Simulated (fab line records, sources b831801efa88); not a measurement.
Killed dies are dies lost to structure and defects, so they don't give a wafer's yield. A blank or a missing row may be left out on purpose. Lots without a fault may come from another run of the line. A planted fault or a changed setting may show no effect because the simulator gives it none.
fab line records | flow sky130
record lots=6 wafers=18 last_day=52
route steps=708 shown VT_ADJUST_LVTN@116 VT_ADJUST_NCORE@119 VT_ADJUST_HVTR@131 PAD_OPEN@708
lots that met no fault: from a run of the same line without faults
start_h: hours from the record's first day to the start of the lot's first wafer shown | wait_h: hours since the lot's step before | " the same as in the row above | L1.1+2: a row that stands for several wafers | - no value, or no start given | * or withheld: withheld | < > ~ a bound
route shown NAME@n: a module of which the file shows steps, and the number in the route of the first | usual: mean/standard deviation of fault-free wafers | same: alike in all rows | chamber/n: place in a boat | sites: the reading at each site | _std_site: their standard deviation | _edge_site: outer sites' mean less inner sites' | radius_mm: how far each site lies from the wafer's centre | mask NAME#n: copy n | behind: the tool/chamber that last shaped the wafer | hold: why the lot was held/for how many hours/how that ended | device: the transistor (n, p or np) that didn't switch | end of line: the same wafers' tests at the end of the route | a step without rows: its recipe alone | killed: dies lost to structure and defects at the first sort, not the wafer's yield | map: a wafer's dies, x killed, . not, _ none there
set.NAME: the setting as run; set.NAME@STEP: as run at that earlier step | model.NAME: the simulator's own value behind a step, which no gauge read
lots at some steps of the route; a table a step, a row a wafer
services: from which hour (start_h, from the record's first day; less than 0 if before it) a tool's chamber was out of use, for how many hours, and why
## steps
# step SKY_VT_ADJUST_LVTN_IMPLANT_19
# recipe species=B energy_kev=30 dose_cm2=6.5e+11 tilt_deg=withheld
# step SKY_VT_ADJUST_LVTN_STRIP_20
# recipe chemistry=O2/N2 power_w=1400 pressure_mtorr=1500 platen_temp_c=withheld o2_flow_sccm=3000 n2_flow_sccm=300 overash_fraction=0.5
# usual drypump_motor_current_A=5.7/0.32 oes_product_au=0.716/0.0044 strip_time_to_endpoint_s=14.19/0.042
# columns lot.wafer tool chamber start_h wait_h drypump_motor_current_A oes_product_au rf_hours_counter_h strip_time_to_endpoint_s
L163.4 plasma_asher-01 0 150.01 0.1 5.2 0.715 - 14.24
L163.5 " 0 " " 5.2 0.725 - 14.27
L163.6 " 1 " " 6.0 0.716 - 14.30
L166.2 plasma_asher-04 1 161.95 0.1 5.9 0.711 50 14.20
L166.5 " 0 " " 5.5 0.719 - 14.22
L166.6 " 1 " " 5.9 0.717 - 14.16
L167.1 plasma_asher-01 0 166.82 0.1 5.2 0.711 5 14.16
L167.3 " 0 " " 5.2 0.712 - 14.18
L167.6 " 1 " " 6.0 0.714 - 14.14
L172.1 plasma_asher-01 1 183.99 0.1 6.1 0.718 7 14.13
L172.3 " 1 " " 6.1 0.721 - 14.13
L172.6 " 1 " " 6.0 0.719 - 14.18
L183.1 plasma_asher-01 0 399.42 0.1 5.3 0.715 27 14.23
L183.5 " 1 " " 6.1 0.716 - 14.24
L183.6 " 0 " " 5.2 0.714 - 14.21
L185.1 plasma_asher-04 1 402.52 0.1 5.9 0.710 73 14.28
L185.3 " 1 " " 5.9 0.721 - 14.25
L185.5 " 1 " " 5.9 0.713 - 14.25
# step SKY_VT_ADJUST_LVTN_TW_MEAS_21
# usual VT_ADJUST_LVTN_2_TW=187.8/2
# columns lot.wafer tool chamber start_h wait_h VT_ADJUST_LVTN_2_TW
L163.4 film_metro-02 - 150.10 0.1 186.3
L163.5 " - " " 188.3
L163.6 " - " " 185.8
L166.2 film_metro-03 - 162.06 0.1 190.2
L166.5 " - " " 191.1
L166.6 " - " " 189.7
L167.1 film_metro-03 - 166.92 0.1 189.7
L167.3 " - " " 191.0
L167.6 " - " " 190.5
L172.1 film_metro-04 - 184.09 0.1 191.1
L172.3 " - " " 189.6
L172.6 " - " " 189.9
L183.1 film_metro-04 - 399.52 0.1 184.5
L183.5 " - " " 184.8
L183.6 " - " " 185.0
L185.1 film_metro-03 - 402.62 0.1 190.2
L185.3 " - " " 191.3
L185.5 " - " " 190.6
# step SKY_VT_ADJUST_NCORE_DEHYDRATE_00
# recipe temp_c=200 time_s=60
# step SKY_VT_ADJUST_NCORE_HMDS_01
# recipe prime_time_s=60 prime_temp_c=120
# step SKY_VT_ADJUST_NCORE_COAT_02
# recipe resist=NOVOLAK spin_rpm=3000 resist_thk_nm=1140
# step SKY_VT_ADJUST_NCORE_SOFTBAKE_03
# recipe temp_c=90 time_s=60 resist=NOVOLAK
# step SKY_VT_ADJUST_NCORE_EXPOSE_04
# recipe mask_id=LVTN_COMPLEMENT_THIN na=0.6 source_shape=conventional sigma_outer=0.6 polarization=unpolarized target_cd_nm=380 dose_mj=139
# step SKY_VT_ADJUST_NCORE_PEB_05
# recipe temp_c=withheld time_s=* resist=NOVOLAK
# step SKY_VT_ADJUST_NCORE_DEVELOP_06
# recipe resist=NOVOLAK developer=TMAH develop_time_s=60 dev_temp_c=23
# step SKY_VT_ADJUST_NCORE_CD_MEAS_07
# recipe target_cd_nm=380
# usual cd_nm=381.0/2.2
# columns lot.wafer tool chamber start_h wait_h cd_nm
L163.4 cd_sem-01 - 162.70 0.1 379.2
L163.5 " - " " 377.6
L163.6 " - " " 378.7
L166.2 cd_sem-02 - 173.83 0.1 381.1
L166.5 " - " " 378.8
L166.6 " - " " 380.2
L167.1 cd_sem-02 - 178.26 0.1 379.2
L167.3 " - " " 380.7
L167.6 " - " " 379.3
L172.1 cd_sem-02 - 197.26 0.1 381.0
L172.3 " - " " 379.2
L172.6 " - " " 381.0
L183.1 cd_sem-02 - 428.64 0.1 383.1
L183.5 " - " " 386.9
L183.6 " - " " 384.1
L185.1 cd_sem-02 - 431.34 0.1 379.0
L185.3 " - " " 379.9
L185.5 " - " " 380.6
# step SKY_VT_ADJUST_NCORE_OVL_MEAS_08
# usual VT_ADJUST_NCORE_OVL=-0.1/1.5
# columns lot.wafer tool chamber start_h wait_h VT_ADJUST_NCORE_OVL[nm]
L163.4 overlay-02 - 162.78 0.1 0.9
L163.5 " - " " 1.1
L163.6 " - " " 1.1
L166.2 overlay-02 - 173.93 0.1 -0.5
L166.5 " - " " -1.9
L166.6 " - " " -0.2
L167.1 overlay-02 - 178.38 0.1 0.2
L167.3 " - " " -0.8
L167.6 " - " " -1.3
L172.1 overlay-02 - 197.38 0.1 -0.3
L172.3 " - " " 1.1
L172.6 " - " " 1.9
L183.1 overlay-02 - 428.76 0.1 0.8
L183.5 " - " " -0.5
L183.6 " - " " 0.3
L185.1 overlay-01 - 431.46 0.1 -0.7
L185.3 " - " " 0.7
L185.5 " - " " 1.6
# step SKY_VT_ADJUST_NCORE_IMPLANT_09
# recipe species=B energy_kev=10 dose_cm2=2.4e+12 tilt_deg=withheld
# usual dose_ions_cm2=2.4004e+12/2.6e+09 end_station_pressure_torr=5.02e-06/2.5e-07 faraday_current_uA=13.52/0.3
# columns lot.wafer tool chamber start_h wait_h dose_ions_cm2 end_station_pressure_torr faraday_current_uA
L163.4 implanter-04 0 162.87 0.1 2.3983e+12 5.01e-06 13.41
L163.5 " 0 " " 2.4017e+12 4.87e-06 13.04
L163.6 " 0 " " 2.403e+12 5.44e-06 13.72
L166.2 implanter-03 0 173.99 0.0 3.4588e+12 4.89e-06 19.17
L166.5 " 0 " " 3.4583e+12 4.89e-06 19.97
L166.6 " 0 " " 3.4593e+12 4.85e-06 19.85
L167.1 implanter-04 0 178.41 0.0 2.4013e+12 5.26e-06 13.52
L167.3 " 0 " " 2.402e+12 5.28e-06 13.61
L167.6 " 0 " " 2.4035e+12 5.34e-06 13.69
L172.1 implanter-03 0 197.41 0.0 3.4553e+12 5.4e-06 19.63
L172.3 " 0 " " 3.4586e+12 5e-06 20.06
L172.6 " 0 " " 3.457e+12 5.17e-06 19.48
L183.1 implanter-03 0 428.79 0.0 2.4022e+12 5.13e-06 13.76
L183.5 " 0 " " 2.4028e+12 4.81e-06 13.93
L183.6 " 0 " " 2.403e+12 5.05e-06 14.08
L185.1 implanter-03 0 431.49 0.0 2.4022e+12 4.81e-06 13.25
L185.3 " 0 " " 2.3994e+12 4.99e-06 13.32
L185.5 " 0 " " 2.398e+12 4.64e-06 13.40
# step SKY_VT_ADJUST_NCORE_STRIP_10
# recipe chemistry=O2/N2 power_w=1400 pressure_mtorr=1500 platen_temp_c=withheld o2_flow_sccm=3000 n2_flow_sccm=300 overash_fraction=0.5
# usual drypump_motor_current_A=5.86/0.3 oes_product_au=0.716/0.0048 strip_time_to_endpoint_s=14.20/0.036
# columns lot.wafer tool chamber start_h wait_h drypump_motor_current_A oes_product_au rf_hours_counter_h strip_time_to_endpoint_s
L163.4 plasma_asher-01 1 162.98 0.1 6.04 0.720 - 14.21
L163.5 " 0 " " 5.24 0.719 - 14.27
L163.6 " 1 " " 6.07 0.712 - 14.23
L166.2 plasma_asher-03 1 174.11 0.1 6.17 0.704 34 14.21
L166.5 " 0 " " 5.85 0.714 - 14.22
L166.6 " 1 " " 6.17 0.718 - 14.23
L167.1 plasma_asher-01 0 178.56 0.1 5.23 0.723 6 14.16
L167.3 " 0 " " 5.25 0.712 - 14.15
L167.6 " 1 " " 6.04 0.713 - 14.18
L172.1 plasma_asher-01 1 197.56 0.1 6.06 0.724 7 14.16
L172.3 " 0 " " 5.23 0.718 - 14.23
L172.6 " 1 " " 6.06 0.713 - 14.18
L183.1 plasma_asher-01 1 428.94 0.1 6.05 0.716 30 14.15
L183.5 " 0 " " 5.21 0.716 - 14.14
L183.6 " 1 " " 6.05 0.721 - 14.17
L185.1 plasma_asher-02 1 431.64 0.1 5.92 0.715 0 14.16
L185.3 " 0 " " 5.99 0.720 - 14.17
L185.5 " 0 " " 5.97 0.719 - 14.15
# step SKY_VT_ADJUST_NCORE_TW_MEAS_11
# usual VT_ADJUST_NCORE_TW=218.6/2.2
# columns lot.wafer tool chamber start_h wait_h VT_ADJUST_NCORE_TW
L163.4 film_metro-01 - 163.07 0.1 216.3
L163.5 " - " " 217.3
L163.6 " - " " 216.9
L166.2 film_metro-04 - 174.22 0.1 245.2
L166.5 " - " " 246.2
L166.6 " - " " 245.4
L167.1 film_metro-04 - 178.66 0.1 221.4
L167.3 " - " " 221.7
L167.6 " - " " 220.8
L172.1 film_metro-03 - 197.66 0.1 246.3
L172.3 " - " " 246.3
L172.6 " - " " 246.4
L183.1 film_metro-04 - 429.04 0.1 217.4
L183.5 " - " " 217.3
L183.6 " - " " 216.5
L185.1 film_metro-01 - 431.74 0.1 216.8
L185.3 " - " " 215.5
L185.5 " - " " 216.4
# step SKY_VT_ADJUST_HVTR_DEHYDRATE_00
# recipe temp_c=200 time_s=60
# step SKY_PAD_OPEN_PROBE_99
# usual killed_at_M0_to_M3=43/7 killed_at_M4_up=2.7/1.6 killed_at_contacts=24/5.3 killed_at_front_end=16/4.6 killed_at_other=0.3/0.53 killed_dies=86/9.3 killed_open=47/6.9 killed_short=38/6.1
# same gross_dies=492 killed_at_back_side=0
# columns lot.wafer tool chamber start_h wait_h killed_at_M0_to_M3 killed_at_M4_up killed_at_contacts killed_at_front_end killed_at_other killed_dies killed_open killed_short model.etest.nfet_16v.r_on_ohm_um model.etest.pfet_16v.r_on_ohm_um model.etest.pfet_g5v0d10v5.r_on_ohm_um model.etest.tip_p.rs_ohm_sq model.etest.pfet_01v8.r_on_ohm_um model.etest.res_pwell_under_gate.rs_ohm_sq model.etest.nfet_g5v0d10v5.r_on_ohm_um model.etest.tip_p_5v.rs_ohm_sq
L163.4 prober-02 - 1041.27 0.2 41 0 30 14 0 85 50 35 1.403e+04 1.571e+04 4665 6824 2906 2285 1878 2857
L163.5 prober-02 - 1041.32 0.2 52 1 24 22 1 100 50 50 1.4e+04 1.494e+04 4732 6866 2933 2284 1884 2850
L163.6 prober-02 - 1041.37 0.2 42 3 23 18 1 87 49 38 1.39e+04 1.524e+04 4766 6827 2942 2284 1873 2888
L166.2 prober-02 - 1042.97 0.1 42 3 26 19 1 91 53 38 - - - - - - - -
L166.5 prober-02 - 1043.12 0.2 43 3 28 11 1 86 45 41 - - - - - - - -
L166.6 prober-02 - 1043.17 0.2 42 3 17 17 2 81 39 41 - - - - - - - -
L167.1 prober-01 - 1051.08 0.1 38 6 14 18 0 76 39 37 1.39e+04 1.553e+04 4875 6937 2925 2293 1863 2881
L167.3 prober-01 - 1051.18 0.2 45 2 18 18 0 83 47 36 1.38e+04 1.48e+04 4831 6986 2930 2291 1868 2863
L167.6 prober-01 - 1051.33 0.2 54 2 23 18 1 98 48 50 1.38e+04 1.489e+04 4857 6947 2986 2284 1881 2874
L172.1 prober-01 - 1080.31 0.1 58 2 19 18 0 97 54 43 1.64e+04 1.406e+04 4279 6403 2705 2177 2016 2810
L172.3 prober-01 - 1080.41 0.2 49 4 22 21 0 96 48 48 1.639e+04 1.45e+04 4304 6411 2701 2181 2016 2803
L172.6 prober-01 - 1080.56 0.2 46 2 22 20 0 90 51 39 1.614e+04 1.431e+04 4229 6405 2743 2161 1998 2784
L183.1 prober-01 - 1239.01 0.1 48 5 21 17 1 92 50 40 1.402e+04 1.502e+04 4702 6954 2868 2275 1869 2865
L183.5 prober-01 - 1239.21 0.2 38 3 19 27 1 88 51 37 1.425e+04 1.513e+04 4728 6907 2956 2279 1925 2855
L183.6 prober-01 - 1239.26 0.2 54 0 15 15 1 85 46 37 1.407e+04 1.479e+04 4757 6847 2874 2274 1869 2865
L185.1 prober-02 - 1242.12 0.1 52 4 28 21 0 105 50 55 1.391e+04 1.512e+04 4640 7036 2911 2295 1845 2869
L185.3 prober-02 - 1242.22 0.2 36 4 25 15 0 80 43 35 1.408e+04 1.523e+04 4742 6944 2920 2294 1890 2878
L185.5 prober-02 - 1242.32 0.2 41 1 28 9 0 79 45 34 1.399e+04 1.513e+04 4695 6926 2932 2281 1871 2847
# killed by level:class
L163.4 LI_CONTACT:geometric_particle:open=10 VIA2:geometric_particle:open=10 CONTACT:geometric_particle:open=8 CONTACT:geometric_particle:short=7 METAL1:geometric_particle:short=6 VIA1:geometric_particle:open=6 FIELD_ISO:geometric_particle:open=5 METAL3:geometric_particle:short=4
L163.5 VIA2:geometric_particle:open=12 FIELD_ISO:geometric_particle:short=8 VIA1:geometric_particle:open=8 LI_CONTACT:geometric_particle:open=7 VIA3:geometric_particle:open=6 LOCAL_INTERCONNECT:geometric_particle:short=6 METAL1:geometric_particle:short=6 CONTACT:geometric_particle:short=5
L163.6 LI_CONTACT:geometric_particle:open=10 VIA1:geometric_particle:open=8 POLY_GATE:geometric_particle:short=7 VIA2:geometric_particle:open=7 VIA3:geometric_particle:open=7 CONTACT:geometric_particle:open=6 VIA3:geometric_particle:short=6 METAL1:geometric_particle:short=4
L166.2 LI_CONTACT:geometric_particle:open=10 VIA1:geometric_particle:open=8 CONTACT:geometric_particle:open=7 METAL2:geometric_particle:short=7 VIA3:geometric_particle:open=7 LOCAL_INTERCONNECT:geometric_particle:short=6 VIA2:geometric_particle:open=6 FIELD_ISO:geometric_particle:open=5
L166.5 VIA1:geometric_particle:open=12 CONTACT:geometric_particle:short=10 VIA1:geometric_particle:short=8 CONTACT:geometric_particle:open=7 LI_CONTACT:geometric_particle:open=6 VIA3:geometric_particle:open=6 METAL1:geometric_particle:short=5 METAL2:geometric_particle:short=5
L166.6 VIA1:geometric_particle:open=9 VIA1:geometric_particle:short=8 VIA3:geometric_particle:open=7 POLY_GATE:geometric_particle:short=6 CONTACT:geometric_particle:open=6 METAL2:geometric_particle:short=5 FIELD_ISO:geometric_particle:open=4 LI_CONTACT:geometric_particle:open=4
L167.1 VIA2:geometric_particle:open=7 VIA3:geometric_particle:open=7 FIELD_ISO:geometric_particle:open=5 VIA1:geometric_particle:short=5 VIA1:geometric_particle:open=5 METAL4:geometric_particle:short=5 SPACER:geometric_particle:open=4 CONTACT:geometric_particle:open=4
L167.3 METAL2:geometric_particle:short=10 CONTACT:geometric_particle:open=8 VIA1:geometric_particle:open=8 VIA1:geometric_particle:short=8 VIA2:geometric_particle:open=6 FIELD_ISO:geometric_particle:short=5 POLY_GATE:geometric_particle:open=5 FIELD_ISO:geometric_particle:open=4
L167.6 VIA1:geometric_particle:open=13 CONTACT:geometric_particle:open=8 METAL2:geometric_particle:short=8 VIA2:geometric_particle:short=8 POLY_GATE:geometric_particle:open=7 CONTACT:geometric_particle:short=7 POLY_GATE:geometric_particle:short=5 METAL1:geometric_particle:short=5
L172.1 VIA1:geometric_particle:open=12 VIA2:geometric_particle:open=11 POLY_GATE:geometric_particle:short=8 VIA3:geometric_particle:open=8 LI_CONTACT:geometric_particle:open=7 METAL1:geometric_particle:open=6 METAL1:geometric_particle:short=5 METAL2:geometric_particle:short=5
L172.3 VIA1:geometric_particle:open=13 FIELD_ISO:geometric_particle:open=8 CONTACT:geometric_particle:open=8 FIELD_ISO:geometric_particle:short=7 VIA1:geometric_particle:short=7 METAL2:geometric_particle:short=7 LI_CONTACT:geometric_particle:open=6 METAL1:geometric_particle:short=5
L172.6 VIA1:geometric_particle:open=19 CONTACT:geometric_particle:short=8 CONTACT:geometric_particle:open=7 VIA3:geometric_particle:open=6 FIELD_ISO:geometric_particle:open=5 METAL2:geometric_particle:short=5 FIELD_ISO:geometric_particle:short=4 POLY_GATE:geometric_particle:open=4
L183.1 VIA1:geometric_particle:open=11 VIA1:geometric_particle:short=9 FIELD_ISO:geometric_particle:open=8 LI_CONTACT:geometric_particle:open=8 VIA2:geometric_particle:open=8 METAL1:geometric_particle:short=5 CONTACT:geometric_particle:short=5 VIA3:geometric_particle:open=5
L183.5 VIA1:geometric_particle:open=11 CONTACT:geometric_particle:open=10 METAL1:geometric_particle:short=9 VIA2:geometric_particle:open=8 FIELD_ISO:geometric_particle:short=6 POLY_GATE:geometric_particle:open=6 FIELD_ISO:geometric_particle:open=5 POLY_GATE:geometric_particle:short=5
L183.6 VIA2:geometric_particle:open=10 VIA3:geometric_particle:open=10 METAL2:geometric_particle:short=8 CONTACT:geometric_particle:open=7 VIA2:geometric_particle:short=6 METAL1:geometric_particle:short=5 VIA1:geometric_particle:open=5 FIELD_ISO:geometric_particle:open=4
L185.1 LI_CONTACT:geometric_particle:open=12 METAL1:geometric_particle:short=10 VIA3:geometric_particle:open=10 FIELD_ISO:geometric_particle:open=6 POLY_GATE:geometric_particle:short=6 POLY_GATE:geometric_particle:open=5 CONTACT:geometric_particle:open=5 METAL2:geometric_particle:short=5
L185.3 VIA1:geometric_particle:open=8 LI_CONTACT:geometric_particle:open=7 CONTACT:geometric_particle:open=6 LI_CONTACT:geometric_particle:short=5 VIA2:geometric_particle:short=5 VIA2:geometric_particle:open=5 FIELD_ISO:geometric_particle:open=4 LOCAL_INTERCONNECT:geometric_particle:short=4
L185.5 CONTACT:geometric_particle:open=10 VIA1:geometric_particle:open=8 METAL1:geometric_particle:short=7 VIA3:geometric_particle:open=7 LI_CONTACT:geometric_particle:open=5 LOCAL_INTERCONNECT:geometric_particle:short=5 LI_CONTACT:geometric_particle:short=4 VIA2:geometric_particle:open=4
## services
# columns tool chamber start_h hours kind
implanter-04 - 133.66 2.6 repair
plasma_asher-01 - 192.31 1.9 repair
plasma_asher-04 - 228.94 2.8 pm
implanter-03 - 240.34 2.8 repair
implanter-04 - 271.72 43.5 repair
plasma_asher-03 - 277.60 1.3 repair
plasma_asher-01 - 289.19 3.2 repair
plasma_asher-02 - 297.63 0.9 repair
plasma_asher-01 - 309.74 2.8 pm
implanter-04 - 319.39 18.0 pm
plasma_asher-01 - 325.94 1.8 repair
plasma_asher-02 - 337.01 1.3 repair
implanter-03 - 341.01 4.6 pm
implanter-04 - 350.41 1.7 repair
plasma_asher-02 - 352.14 0.8 repair
plasma_asher-03 - 390.26 0.9 repair
plasma_asher-03 - 397.59 0.5 repair
plasma_asher-01 - 397.89 1.1 repair
implanter-03 - 414.34 2.0 repair
implanter-03 - 418.86 4.0 pm
plasma_asher-02 - 421.25 9.0 pm
plasma_asher-02 0 421.25 9.0 vent_cycle
plasma_asher-02 1 421.25 9.0 vent_cycle
implanter-04 - 427.77 4.9 pm
## key
first_sign step=SKY_VT_ADJUST_NCORE_IMPLANT_09 reading=dose_ions_cm2 direction=up sigmas=99+ usual=* struck=*
effect step=SKY_VT_ADJUST_NCORE_IMPLANT_09 reading=faraday_current_uA direction=up sigmas=21 usual=13.52 struck=19.69
effect step=SKY_VT_ADJUST_NCORE_TW_MEAS_11 reading=VT_ADJUST_NCORE_TW direction=up sigmas=13 usual=218.6 struck=246.0
model_effect step=SKY_PAD_OPEN_PROBE_99 value=etest.nfet_16v.r_on_ohm_um without=1.4e+04 struck=1.631e+04
met_at SKY_VT_ADJUST_NCORE_IMPLANT_09
struck_wafers L166.2,L166.5,L166.6,L172.1,L172.3,L172.6
tester_left_out L166,L172
fault kind=process_parameter_drift tool=implanter-03 chamber=- onset_h=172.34 steps=SKY_VT_ADJUST_NCORE_IMPLANT_09 channel=dose_cm2 offset=* shape=step end_h=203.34 acts_in=* stated=*
# tester_left_out: of these lots the tester's yield and bins aren't shown, on N5 and GAA mostly nor the transistor test; their killed dies are dies lost to structure and defects alone, not to doping, threshold or leakage, so they don't give the yield
